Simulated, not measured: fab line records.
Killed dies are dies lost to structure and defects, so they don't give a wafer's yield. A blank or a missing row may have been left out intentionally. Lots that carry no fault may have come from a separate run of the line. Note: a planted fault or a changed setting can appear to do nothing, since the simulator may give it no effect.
A struck lot beside a sound one :: flow sky130 :: 15 steps out of a route of 708
Sound: these wafers, L918.1, L918.3, L918.4. Wafers struck: L910.1, L910.3, L910.4. Last of all comes the cause.
Order at every step that has rows: each side's tool, ch and its chambers, its first start. Under that, the readings that differ: sound wafers :: struck wafers :: difference of the means :: sigmas: that difference in standard deviations of wafers without a fault.
alike: same words and numbers on both sides, and readings whose means sit less than 2 such deviations apart. not compared: any withheld reading, any reading some wafer has no value for, any bound like >300 that may hide the same value, and any number with overlapping values for which the record gives no deviation.
A row with sigmas, a row that says differs or no value, or rows on one side alone: a step with any of these is where the two part. Numbers that don't overlap but have no deviation are shown without sigmas and don't part them. A reading missing from all wafers of one side parts the sides only when that side holds two or more wafers.

SKY_VIA4_OVL_MEAS_11:
  sound: overlay-01 at day 46 19:16; struck: overlay-01 at day 45 01:49
  alike: VIA4_OVL
SKY_VIA4_ETCH_12: etches SiO2 in C4F8/O2/Ar, stops on TiN, target depth 580 nm.
  sound on rieDiel-01 ch 1,2,3, day 46 19:18; struck on rieDiel-03 ch 0,1,3, day 45 01:50
  alike: oesProductAu
SKY_VIA4_STRIP_13: strips in O2/N2.
  sound on plasmaAsher-01 ch 0,1, day 46 19:22; struck on plasmaAsher-04 ch 0,1, day 45 01:55
  alike: drypumpMotorCurrentA, o2FlowSccm, oesProductAu, stripTimeToEndpointS
  not compared: rfHoursCounterH
then, 3 steps without rows for these wafers: SKY_VIA4_STRIP_14 (strips in post etch residue remover, time 1200 s); SKY_VIA4_CLEAN_15 (cleans in IPA, time 180 s); SKY_VIA4_CLEAN_16 (cleans in O3/DIW).
SKY_VIA4_SPUTTER_17: material TiN, target thk 20 nm, time 80 s.
  sound: pvdSputter-01 at day 46 19:58; struck: pvdSputter-01 at day 45 02:33
  alike: cathodeDcPowerW, chamberPressurePa, throttleValvePct
then, 1 step without rows for these wafers: SKY_VIA4_CVD_18 (deposits W, target thk 505 nm, time 152.14 s).
SKY_VIA4_RS_MEAS_19: measures by four-point-probe.
  sound: filmMetro-01 at day 46 20:11; struck: filmMetro-04 at day 45 02:46
  alike: VIA4_W_RS
SKY_VIA4_THK_MEAS_20: measures by xrf.
  sound: filmMetro-01 at day 46 20:18; struck: filmMetro-04 at day 45 02:53
  alike: VIA4_W_THK
SKY_VIA4_CMP_21: polishes, stops on SiO2, t overpolish 25 s, target thk 0 nm.
  sound on cmp-02 ch 1,2,3, day 46 20:22; struck on cmp-01 ch 0,2,3, day 45 02:56
  alike: motorCurrentA, overpolishRunS, retainingRingPressureFrac, timeToEndpointS
then, 1 step without rows for these wafers: SKY_METAL5_SPUTTER_00 (material Ti, target thk 15 nm, time 10 s).
SKY_METAL5_SPUTTER_01: material TiN, target thk 20 nm, time 16.7 s.
  sound: pvdSputter-03 at day 46 20:41; struck: pvdSputter-01 at day 45 03:16
  no value came back on the struck wafers for cathodeDcPowerW (W), chamberPressurePa (Pa), throttleValvePct (%); on the sound wafers cathodeDcPowerW (W) reads 6500.9 6498.8 6501.1
SKY_METAL5_SPUTTER_02: material AlCu, target thk 1150 nm, time 61.2 s.
  sound: pvdSputter-03 at day 46 20:43; struck: pvdSputter-01 at day 45 03:17
  alike: cathodeDcPowerW, chamberPressurePa, throttleValvePct
-- the record jumps here: 3 days lie between the struck wafers' starts before and after (it left off in module METAL5 and takes up again in module PAD_OPEN, whose first step shown is number 708 of the route) --
SKY_PAD_OPEN_PROBE_99:
  sound: prober-01 at day 49 09:19; struck: prober-01 at day 47 19:01
reading: model.etest.met5.rsOhmSq
sound: 0.02713 0.02707 0.02671
struck: 0.02782 0.02812 0.02755
difference: +0.00086
sigmas: 
  alike: defectLimitedYield, killed_at_M0_to_M3, killed_at_M4_up, killedAtContacts, killedAtFrontEnd, killedAtOther, killedDies, killedOpen, killedShort, sort_bin_3_pad_short, sort_bin_5_function, sort_bin_6_memory, sortNPass, sortYieldPct
  not compared: model.etest.via4Chain.rcOhm, model.etest.met5.lineOhmUm

## WHERE THEY PART
SKY_METAL5_SPUTTER_01 only, going by this record. Later steps at which nothing parts them and some readings are alike: SKY_METAL5_SPUTTER_02, SKY_PAD_OPEN_PROBE_99.

WHY: whatever the simulator had introduced
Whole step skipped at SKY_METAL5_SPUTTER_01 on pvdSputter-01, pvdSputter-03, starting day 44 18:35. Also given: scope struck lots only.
